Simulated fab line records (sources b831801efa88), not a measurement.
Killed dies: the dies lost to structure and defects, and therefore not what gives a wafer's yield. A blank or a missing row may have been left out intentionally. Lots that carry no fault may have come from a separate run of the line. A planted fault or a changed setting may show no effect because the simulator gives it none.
Matching of chambers || flow gf180mcu || pecvd-04 running GF_V5_CVD_02: 3 sister chambers
The step deposits SiO2 from TEOS, target thk 1450 nm, time 163.28 s. 6 wafers are shown with their chamber, then 7 later ones without.

## WAFERS WITH THEIR CHAMBER
{"wafer": "L277.2", "chamber": 0, "heater power w (W)": 858, "heater power outer w (W)": 504}
{"wafer": "L278.2", "chamber": 0, "heater power w (W)": 801, "heater power outer w (W)": 475}
{"wafer": "L295.2", "chamber": 2, "heater power w (W)": 653, "heater power outer w (W)": 353}
{"wafer": "L295.4", "chamber": 1, "heater power w (W)": 543, "heater power outer w (W)": 351}
{"wafer": "L296.2", "chamber": 2, "heater power w (W)": 663, "heater power outer w (W)": 354}
{"wafer": "L296.3", "chamber": 1, "heater power w (W)": 544, "heater power outer w (W)": 339}

## WAFERS WITHOUT THEIR CHAMBER
{"wafer": "L296.4", "heater power w (W)": 707, "heater power outer w (W)": 401}
{"wafer": "L298.1", "heater power w (W)": 755, "heater power outer w (W)": 413}
{"wafer": "L298.5", "heater power w (W)": 524, "heater power outer w (W)": 324}
{"wafer": "L298.6", "heater power w (W)": 856, "heater power outer w (W)": 487}
{"wafer": "L299.1", "heater power w (W)": 668, "heater power outer w (W)": 347}
{"wafer": "L299.4", "heater power w (W)": 717, "heater power outer w (W)": 385}
{"wafer": "L299.5", "heater power w (W)": 541, "heater power outer w (W)": 317}

## WHICH CHAMBER EACH ONE RAN IN
{"wafer": "L296.4", "from the rows above": 2, "in truth": 2}
{"wafer": "L298.1", "from the rows above": "can't be placed: 2 or 0", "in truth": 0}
{"wafer": "L298.5", "from the rows above": 1, "in truth": 1}
{"wafer": "L298.6", "from the rows above": 0, "in truth": 0}
{"wafer": "L299.1", "from the rows above": 2, "in truth": 2}
{"wafer": "L299.4", "from the rows above": 2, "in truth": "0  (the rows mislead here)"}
{"wafer": "L299.5", "from the rows above": 1, "in truth": 1}
Correct placement for 5 of the 7. Cannot be placed on the basis of these rows: 1; the candidates contain the true chamber in 1. 1 placed wrongly.
How it was worked out, from the rows above alone: a wafer's distance from a chamber is the root of the sum, over the readings, of the square of ((its reading less the chamber's mean) divided by the reading's scatter). If the next closest chamber is less than 2 further off than the closest, the wafer can't be placed; otherwise it belongs to the closest. Each chamber's mean is taken over the wafers shown for it. The scatter: take each reading less its chamber's mean, square it, sum over the shown wafers, divide by the number of wafers less the number of chambers, and take the root.
